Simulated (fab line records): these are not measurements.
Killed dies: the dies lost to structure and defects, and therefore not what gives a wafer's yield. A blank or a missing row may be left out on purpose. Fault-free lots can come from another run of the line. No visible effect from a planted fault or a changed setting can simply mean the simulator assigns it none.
Which of the tools did it? / flow sky130 / 11 lots with 33 wafers sampled at 5 steps, on a route of 708 steps

WHAT THE GAUGES READ, wafer by wafer
SKY_CAP2M_RS_MEAS_03: a four-point-probe measurement.
lot=L753; measured=day 39 20:38; on=film metro-02; CAP2M_TIN_RS (ohm/sq)=6.96 7.00 6.98
lot=L754; measured=day 40 04:34; on=film metro-02; CAP2M_TIN_RS (ohm/sq)=6.81 6.80 6.78
lot=L756; measured=day 40 21:37; on=film metro-01; CAP2M_TIN_RS (ohm/sq)=6.86 6.84 6.91
lot=L757; measured=day 41 07:38; on=film metro-03; CAP2M_TIN_RS (ohm/sq)=6.90 6.80 6.73
lot=L758; measured=day 41 13:12; on=film metro-03; CAP2M_TIN_RS (ohm/sq)=6.89 6.91 6.95
lot=L760; measured=day 42 00:03; on=film metro-03; CAP2M_TIN_RS (ohm/sq)=6.85 6.79 6.80
lot=L762; measured=day 42 23:54; on=film metro-01; CAP2M_TIN_RS (ohm/sq)=6.83 6.77 6.78
lot=L772; measured=day 45 12:11; on=film metro-03; CAP2M_TIN_RS (ohm/sq)=6.85 6.86 6.91
lot=L773; measured=day 45 15:15; on=film metro-03; CAP2M_TIN_RS (ohm/sq)=6.92 6.88 6.90
lot=L775; measured=day 46 12:02; on=film metro-03; CAP2M_TIN_RS (ohm/sq)=6.88 6.93 6.93
lot=L776; measured=day 46 19:52; on=film metro-01; CAP2M_TIN_RS (ohm/sq)=6.85 6.83 6.93

SKY_VIA4_THK_MEAS_01.
lot=L753; measured=day 42 01:02; on=film metro-01; VIA4_HDPCVD_THK (nm)=1741 1760 1744
lot=L754; measured=day 42 08:10; on=film metro-04; VIA4_HDPCVD_THK (nm)=1753 1770 1754
lot=L756; measured=day 43 00:45; on=film metro-04; VIA4_HDPCVD_THK (nm)=1753 1737 1729
lot=L757; measured=day 43 09:41; on=film metro-01; VIA4_HDPCVD_THK (nm)=1754 1738 1757
lot=L758; measured=day 43 15:16; on=film metro-04; VIA4_HDPCVD_THK (nm)=1730 1739 1741
lot=L760; measured=day 44 01:27; on=film metro-04; VIA4_HDPCVD_THK (nm)=1774 1747 1759
lot=L762; measured=day 44 23:12; on=film metro-04; VIA4_HDPCVD_THK (nm)=1776 1773 1749
lot=L772; measured=day 47 07:56; on=film metro-04; VIA4_HDPCVD_THK (nm)=2124 1769 1750 2123 1767 1751
lot=L773; measured=day 47 11:20; on=film metro-01; VIA4_HDPCVD_THK (nm)=1788 2147 1814 1787 2146 1812
lot=L775; measured=day 48 05:29; on=film metro-03; VIA4_HDPCVD_THK (nm)=1763 1748 1752
lot=L776; measured=day 48 13:05; on=film metro-01; VIA4_HDPCVD_THK (nm)=1752 1742 1759

WHICH TOOL RAN EACH LOT (tool, then ch and the chambers of the sampled wafers, then the start)
lot=L753; SKY_METAL4_SPUTTER_01=pvd sputter-02, day 39 20:15; SKY_CAP2M_METAL_ETCH_13=rie metal-03 ch 0,1, day 40 22:08; SKY_VIA4_HDPCVD_00=hdpcvd-02 ch 0,1,2, day 42 00:55
lot=L754; SKY_METAL4_SPUTTER_01=pvd sputter-01, day 40 04:11; SKY_CAP2M_METAL_ETCH_13=rie metal-04 ch 0,1, day 41 05:28; SKY_VIA4_HDPCVD_00=hdpcvd-02 ch 0,1,2, day 42 08:03
lot=L756; SKY_METAL4_SPUTTER_01=pvd sputter-03, day 40 21:18; SKY_CAP2M_METAL_ETCH_13=rie metal-03 ch 0,1, day 41 22:13; SKY_VIA4_HDPCVD_00=hdpcvd-01 ch 0,2, day 43 00:32
lot=L757; SKY_METAL4_SPUTTER_01=pvd sputter-01, day 41 07:17; SKY_CAP2M_METAL_ETCH_13=rie metal-01 ch 0,1, day 42 07:49; SKY_VIA4_HDPCVD_00=hdpcvd-01 ch 0,1,2, day 43 09:29
lot=L758; SKY_METAL4_SPUTTER_01=pvd sputter-01, day 41 12:53; SKY_CAP2M_METAL_ETCH_13=rie metal-01 ch 0,1, day 42 13:37; SKY_VIA4_HDPCVD_00=hdpcvd-01 ch 0,1,2, day 43 15:05
lot=L760; SKY_METAL4_SPUTTER_01=pvd sputter-03, day 41 23:41; SKY_CAP2M_METAL_ETCH_13=rie metal-03 ch 0,1, day 43 00:17; SKY_VIA4_HDPCVD_00=hdpcvd-01 ch 0,1, day 44 01:15
lot=L762; SKY_METAL4_SPUTTER_01=pvd sputter-03, day 42 23:34; SKY_CAP2M_METAL_ETCH_13=rie metal-04 ch 0,1, day 43 22:52; SKY_VIA4_HDPCVD_00=hdpcvd-02 ch 0,1, day 44 23:01
lot=L772; SKY_METAL4_SPUTTER_01=pvd sputter-01, day 45 11:52; SKY_CAP2M_METAL_ETCH_13=rie metal-03 ch 0,1, day 46 09:31; SKY_VIA4_HDPCVD_00=hdpcvd-02 ch 0,1,2, day 47 07:46
lot=L773; SKY_METAL4_SPUTTER_01=pvd sputter-03, day 45 14:56; SKY_CAP2M_METAL_ETCH_13=rie metal-01 ch 0,1, day 46 12:31; SKY_VIA4_HDPCVD_00=hdpcvd-02 ch 0,1,2, day 47 11:09
lot=L775; SKY_METAL4_SPUTTER_01=pvd sputter-01, day 46 11:41; SKY_CAP2M_METAL_ETCH_13=rie metal-04 ch 0, day 47 07:50; SKY_VIA4_HDPCVD_00=hdpcvd-01 ch 0,2, day 48 05:18
lot=L776; SKY_METAL4_SPUTTER_01=pvd sputter-02, day 46 19:33; SKY_CAP2M_METAL_ETCH_13=rie metal-03 ch 0,1, day 47 16:07; SKY_VIA4_HDPCVD_00=hdpcvd-01 ch 0,1, day 48 12:55
- SKY_METAL4_SPUTTER_01: material TiN, target thk 20 nm, time 16.7 s.
- SKY_CAP2M_METAL_ETCH_13: etches TiN in Cl2/BCl3, stops on SiO2, target depth 220 nm, time 62.9 s.
- SKY_VIA4_HDPCVD_00: deposits SiO2, target thk 1750 nm, time 291.7 s.

AS READ BY THE TOOLS THEMSELVES (means over the sampled wafers that have a number; for cases with no such wafer, the mark the record gives instead)
SKY_METAL4_SPUTTER_01.
lot=L753; tool=pvd sputter-02; throttle valve pct (%)=30.0
lot=L754; tool=pvd sputter-01; throttle valve pct (%)=29.9
lot=L756; tool=pvd sputter-03; throttle valve pct (%)=30.1
lot=L757; tool=pvd sputter-01; throttle valve pct (%)=30.0
lot=L758; tool=pvd sputter-01; throttle valve pct (%)=29.9
lot=L760; tool=pvd sputter-03; throttle valve pct (%)=30.2
lot=L762; tool=pvd sputter-03; throttle valve pct (%)=30.6
lot=L772; tool=pvd sputter-01; throttle valve pct (%)=30.3
lot=L773; tool=pvd sputter-03; throttle valve pct (%)=30.2
lot=L775; tool=pvd sputter-01; throttle valve pct (%)=30.2
lot=L776; tool=pvd sputter-02; throttle valve pct (%)=29.4

SKY_CAP2M_METAL_ETCH_13.
lot=L753; tool=rie metal-03; bias w (W)=48.37; drypump motor current A (A)=5.7; oes product au (a.u.)=0.934; throttle valve pct (%)=21.897
lot=L754; tool=rie metal-04; bias w (W)=48.49; drypump motor current A (A)=6.2; oes product au (a.u.)=0.955; throttle valve pct (%)=21.906
lot=L756; tool=rie metal-03; bias w (W)=48.60; drypump motor current A (A)=5.7; oes product au (a.u.)=0.940; throttle valve pct (%)=21.897
lot=L757; tool=rie metal-01; bias w (W)=48.66; drypump motor current A (A)=5.7; oes product au (a.u.)=0.946; throttle valve pct (%)=21.902
lot=L758; tool=rie metal-01; bias w (W)=48.39; drypump motor current A (A)=5.5; oes product au (a.u.)=0.943; throttle valve pct (%)=21.904
lot=L760; tool=rie metal-03; bias w (W)=48.57; drypump motor current A (A)=5.8; oes product au (a.u.)=0.946; throttle valve pct (%)=21.889
lot=L762; tool=rie metal-04; bias w (W)=48.40; drypump motor current A (A)=6.1; oes product au (a.u.)=0.949; throttle valve pct (%)=21.895
lot=L772; tool=rie metal-03; bias w (W)=48.59; drypump motor current A (A)=5.7; oes product au (a.u.)=0.947; throttle valve pct (%)=21.897
lot=L773; tool=rie metal-01; bias w (W)=48.35; drypump motor current A (A)=5.7; oes product au (a.u.)=0.938; throttle valve pct (%)=21.897
lot=L775; tool=rie metal-04; bias w (W)=48.55; drypump motor current A (A)=6.6; oes product au (a.u.)=0.940; throttle valve pct (%)=21.905
lot=L776; tool=rie metal-03; bias w (W)=48.57; drypump motor current A (A)=5.7; oes product au (a.u.)=0.938; throttle valve pct (%)=21.900

SKY_VIA4_HDPCVD_00.
lot=L753; tool=hdpcvd-02; run length s (s)=320.2
lot=L754; tool=hdpcvd-02; run length s (s)=320.0
lot=L756; tool=hdpcvd-01; run length s (s)=319.8
lot=L757; tool=hdpcvd-01; run length s (s)=319.6
lot=L758; tool=hdpcvd-01; run length s (s)=319.5
lot=L760; tool=hdpcvd-01; run length s (s)=319.4
lot=L762; tool=hdpcvd-02; run length s (s)=319.9
lot=L772; tool=hdpcvd-02; run length s (s)=341.9
lot=L773; tool=hdpcvd-02; run length s (s)=342.3
lot=L775; tool=hdpcvd-01; run length s (s)=319.3
lot=L776; tool=hdpcvd-01; run length s (s)=319.5

THE ANSWER, worked out from the rows above alone
Rule: usual is defined by the lots themselves. The widest of any qualifying gaps counts: lots, ordered by their means at a reading, are off when they make up no more than a third of the lots, leave a main group of 4 or more, and stand apart from it by 3 or more times the standard deviation of that group's means. A main group is skipped when, at the precision printed for the reading in the tables above, its means are all equal. Also off: a lot with no number at a reading for which 4 or more lots have one. All remaining lots with rows at the step are treated as sound. First the gauges in route order, then the tools' own readings, where a lot's mean is used as printed above. The first step at which some lot is off is used, and at that step the reading that is off furthest; a lot without a number counts as furthest.
Off: L772, L773, seen at SKY_VIA4_THK_MEAS_01 (VIA4_HDPCVD_THK). Main group: mean 1752 nm, sd 8.9.
A tool fits if, at a process step before that reading, it ran every lot that is off, and no sound lot after the first of them. Not tried: the gauges at SKY_VIA4_THK_MEAS_01; whatever is off there is also off at SKY_VIA4_HDPCVD_00, on other tools, and gauge error can't account for it. One fits: hdpcvd-02 at SKY_VIA4_HDPCVD_00. A fault onset in the window from L762 (day 44 23:01, its last sound lot) to L772 (day 47 07:46, its first lot off) fits.
On the lots that are off, the tool's own readings at SKY_VIA4_HDPCVD_00 differ by more than 5 times the standard deviation of the sound lots' means, which bears it out; run length s reads 342.1 s there versus 319.7 s on the sound lots.

WHAT HAD BEEN PUT IN BY THE SIMULATOR
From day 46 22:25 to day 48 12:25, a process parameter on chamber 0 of hdpcvd-02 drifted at SKY_VIA4_HDPCVD_00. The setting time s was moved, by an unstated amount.
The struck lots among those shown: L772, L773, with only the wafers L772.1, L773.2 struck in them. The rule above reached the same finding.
